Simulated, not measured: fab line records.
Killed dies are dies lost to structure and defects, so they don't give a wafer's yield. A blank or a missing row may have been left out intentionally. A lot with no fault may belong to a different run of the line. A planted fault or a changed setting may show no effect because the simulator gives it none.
8D (eight disciplines) problem report, filled in by code || flow sky130 || the parts of the form that need people (team, actions taken, sign-off) are left out

1. WHAT WENT WRONG
Mean of rf_fwd_power_W at SKY_POLY_GATE_ETCH_16: 334.3 W across 6 wafers in 2 lots; on wafers with no fault it is 398.4 W (standard deviation 1.4). That puts it -46 standard deviations away from the usual mean.
The step: etches Si3N4 in CH3F/O2, stops on poly-Si, time 147.5 s, target depth 75 nm.
Seen first at day 19 07:50 on rie_diel-01, wafer L566.2. At this step, 33 wafers from 11 lots have a number in the record. The rule behind "out" and "out of limits": a value lying over 4 standard deviations away from the usual mean. All remaining wafers that have a number are taken as sound.

2. WHAT IT IS, AND WHAT IT ISN'T
{"question": "which readings at this step", "is": "rf_fwd_power_W", "is not": "drypump_motor_current_A, oes_product_au, throttle_valve_pct"}
{"question": "which lots", "is": "L566, L567", "is not": "L559, L560, L561, L564, L565, L573, L576, L580, L581"}
{"question": "which wafers of those lots", "is": "all that have a number", "is not": "-"}
{"question": "read on which tools", "is": "rie_diel-01", "is not": "rie_diel-02, rie_diel-03"}
{"question": "when", "is": "from day 19 07:50", "is not": "up to then (15 sound wafers); but 12 sound wafers of L573, L576, L580, L581 came after"}

3. THE SUSPECTS, EACH WITH WHAT RULES IT OUT
Counting: a tool at a process step up to the reading stays a suspect if it ran every lot that is out and no sound lot after the first of them.
- rie_diel-01 at SKY_POLY_GATE_ETCH_16 (etches Si3N4 in CH3F/O2, stops on poly-Si, time 147.5 s, target depth 75 nm): ruled out as a lasting fault. After its first lot that is out, L566 (day 19 07:50), sound lots L581 ran on it.
Left after counting: nothing in the record.

4. THE CAUSE (what the simulator had put in)
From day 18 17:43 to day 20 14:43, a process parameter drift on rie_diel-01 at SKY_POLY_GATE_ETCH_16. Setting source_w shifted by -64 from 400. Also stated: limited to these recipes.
Counting ruled it out, wrongly.

5. THE CHAIN OF EFFECTS, in route order
Each row: a reading whose mean over the struck wafers that have a number lies more than 3 standard deviations from the usual. Scope: only readings with a usual standard deviation given in the record; hours: median across lots of the time from each lot's start at the first step in this table that gives one to its start at this step; sigmas: change in usual standard deviations.
{"hours": 0, "step": "SKY_POLY_GATE_ETCH_16", "reading": "rf_fwd_power_W", "usual": "398.4 W", "on struck wafers": 334.3, "change": -64.1, "sigmas": -46}
Here are the process steps it includes:
- SKY_POLY_GATE_ETCH_16: etches Si3N4 in CH3F/O2, stops on poly-Si, time 147.5 s, target depth 75 nm.
At these later measuring or inspecting steps, every struck wafer for which the step has a row has a number for every such reading, and none has moved that far: SKY_METAL1_CD_MEAS_15.

6. WHAT WOULD HAVE CAUGHT IT SOONER
14 hours passed between the start of the fault at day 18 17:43 and the first reading out of limits in this record, taken at day 19 07:50.
